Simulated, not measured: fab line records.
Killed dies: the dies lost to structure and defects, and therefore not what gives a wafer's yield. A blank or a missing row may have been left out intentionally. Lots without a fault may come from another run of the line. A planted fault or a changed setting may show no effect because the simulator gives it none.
Which tool did it? | flow sky130 | Sampling: 12 lots, 36 wafers, 4 of 708 route steps

== WHAT THE GAUGES READ, wafer by wafer ==
SKY_SONOS_TUNNEL_TW_MEAS_12.
lot  | measured     | on            | SONOS_TUNNEL_TW
L670 | day 11 18:35 | film metro-01 | 198.3 199.0 199.3
L672 | day 12 05:29 | film metro-02 | 195.3 195.5 195.1
L673 | day 13 15:47 | film metro-01 | 199.6 198.8 199.0
L676 | day 14 02:20 | film metro-01 | 198.5 198.4 199.4
L677 | day 14 04:35 | film metro-04 | 198.1 198.1 198.2
L679 | day 14 12:26 | film metro-01 | 199.2 198.7 198.7
L680 | day 15 01:00 | film metro-01 | 199.3 200.8 198.7
L681 | day 15 12:11 | film metro-04 | 196.7 197.6 197.9
L684 | day 16 08:34 | film metro-02 | 196.1 197.0 196.1
L690 | day 18 12:08 | film metro-02 | 197.5 196.9 198.2
L691 | day 18 17:13 | film metro-02 | 196.7 197.4 197.3
L692 | day 19 02:25 | film metro-02 | 197.3 197.1 196.1

SKY_LDD_HVP_TW_MEAS_10.
lot  | measured     | on            | LDD_HVP_TW
L670 | day 21 21:36 | film metro-01 | 465 465 466
L672 | day 22 15:16 | film metro-01 | 460 456 458
L673 | day 24 10:59 | film metro-04 | 458 459 456
L676 | day 24 14:34 | film metro-04 | 457 458 460
L677 | day 24 20:53 | film metro-04 | 460 457 462
L679 | day 25 02:31 | film metro-04 | 460 462 460
L680 | day 25 18:19 | film metro-04 | 462 463 461
L681 | day 26 03:35 | film metro-01 | 458 458 459
L684 | day 26 22:08 | film metro-02 | 453 453 452
L690 | day 29 13:48 | film metro-04 | 467 466 464
L691 | day 29 14:41 | film metro-02 | 457 454 456
L692 | day 29 17:33 | film metro-01 | 459 460 460

SKY_LDD_LDN_TW_MEAS_13.
lot  | measured     | on            | LDD_LDN_TW
L670 | day 23 03:57 | film metro-01 | 1493 1491 1484
L672 | day 23 21:45 | film metro-01 | 1492 1493 1485
L673 | day 25 16:50 | film metro-02 | 1474 1476 1478
L676 | day 25 19:48 | film metro-02 | 1472 1473 1477
L677 | day 26 02:29 | film metro-01 | 1476 1488 1490
L679 | day 26 07:58 | film metro-03 | 1464 1458 1463
L680 | day 26 23:50 | film metro-03 | 1510 1518 1510 1511 1508 1507
L681 | day 27 09:25 | film metro-02 | 1482 1478 1479
L684 | day 28 03:57 | film metro-03 | 1516 1516 1511
L690 | day 30 18:43 | film metro-01 | 1486 1486 1488
L691 | day 30 19:19 | film metro-01 | 1477 1484 1496
L692 | day 30 22:25 | film metro-01 | 1488 1482 1494

== EACH LOT AND THE TOOL THAT RAN IT (in order: tool; ch and the chambers of the sampled wafers; start) ==
lot  | SKY_LDD_LDN_IMPLANT_09
L670 | implanter-03 ch 0, day 23 03:25
L672 | implanter-03 ch 0, day 23 21:13
L673 | implanter-04 ch 0, day 25 16:17
L676 | implanter-03 ch 0, day 25 19:16
L677 | implanter-03 ch 0, day 26 01:56
L679 | implanter-03 ch 0, day 26 07:25
L680 | implanter-03 ch 0, day 26 23:17
L681 | implanter-04 ch 0, day 27 08:53
L684 | implanter-03 ch 0, day 28 03:25
L690 | implanter-04 ch 0, day 30 18:11
L691 | implanter-01 ch 0, day 30 18:46
L692 | implanter-01 ch 0, day 30 21:53
- SKY_LDD_LDN_IMPLANT_09

== AS READ BY THE TOOLS THEMSELVES (means over the sampled wafers that have a number; for cases with no such wafer, the mark the record gives instead) ==
SKY_LDD_LDN_IMPLANT_09.
lot  | tool         | beam on s (s) | dose ions cm2 | faraday current uA
L670 | implanter-03 | 10.18         | 1.25e+13      | 69.5
L672 | implanter-03 | 10.04         | 1.25e+13      | 70.3
L673 | implanter-04 | 9.99          | 1.25e+13      | 70.7
L676 | implanter-03 | 10.13         | 1.25e+13      | 69.5
L677 | implanter-03 | 10.01         | 1.25e+13      | 70.3
L679 | implanter-03 | 9.86          | 1.25e+13      | 71.4
L680 | implanter-03 | 9.93          | 1.85e+13      | 105.2
L681 | implanter-04 | 9.88          | 1.25e+13      | 71.1
L684 | implanter-03 | 10.18         | 1.85e+13      | 102.5
L690 | implanter-04 | 9.92          | 1.25e+13      | 71.0
L691 | implanter-01 | 10.09         | 1.25e+13      | 69.8
L692 | implanter-01 | 9.92          | 1.25e+13      | 71.1

== THE ANSWER, worked out from the rows above alone ==
Rule: the usual values come from the lots themselves. The widest of any qualifying gaps counts: lots, ordered by their means at a reading, are off when they make up no more than a third of the lots, leave a main group of 4 or more, and stand apart from it by 3 or more times the standard deviation of that group's means. A main group is skipped when, at the precision printed for the reading in the tables above, its means are all equal. A lot without any number at a reading at which 4 lots or more have one is off too. All remaining lots with rows at the step are treated as sound. Order of review: gauges by route order, followed by the tools' own readings, for which a lot's mean as printed above is used. The first step at which some lot is off is used, and at that step the reading that is off furthest; a lot without a number counts as furthest.
Off: L680, L684, at SKY_LDD_LDN_IMPLANT_09 (faraday current uA). Main group: mean 70.5, sd 0.66.
If a tool, at that step or one of the process steps before it, ran each lot that is off and ran no sound lot following the first of them, it fits. One fits: implanter-03 at SKY_LDD_LDN_IMPLANT_09. Its last sound lot is L679 (day 26 07:25), its first lot that is off L680 (day 26 23:17): a fault that began between those two fits.
The tool's own readings at SKY_LDD_LDN_IMPLANT_09 bear it out: on the lots that are off they differ by more than 5 times the standard deviation of the sound lots' means. dose ions cm2 reads 1.85e+13 there against 1.25e+13 on the sound lots; faraday current uA reads 103.8 there against 70.5 on the sound lots.

== WHAT WAS PUT IN BY THE SIMULATOR ==
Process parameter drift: implanter-03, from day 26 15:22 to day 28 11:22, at SKY_LDD_LDN_IMPLANT_09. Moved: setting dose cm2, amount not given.
Struck lots among those shown: L680, L684. The rule above found the same.
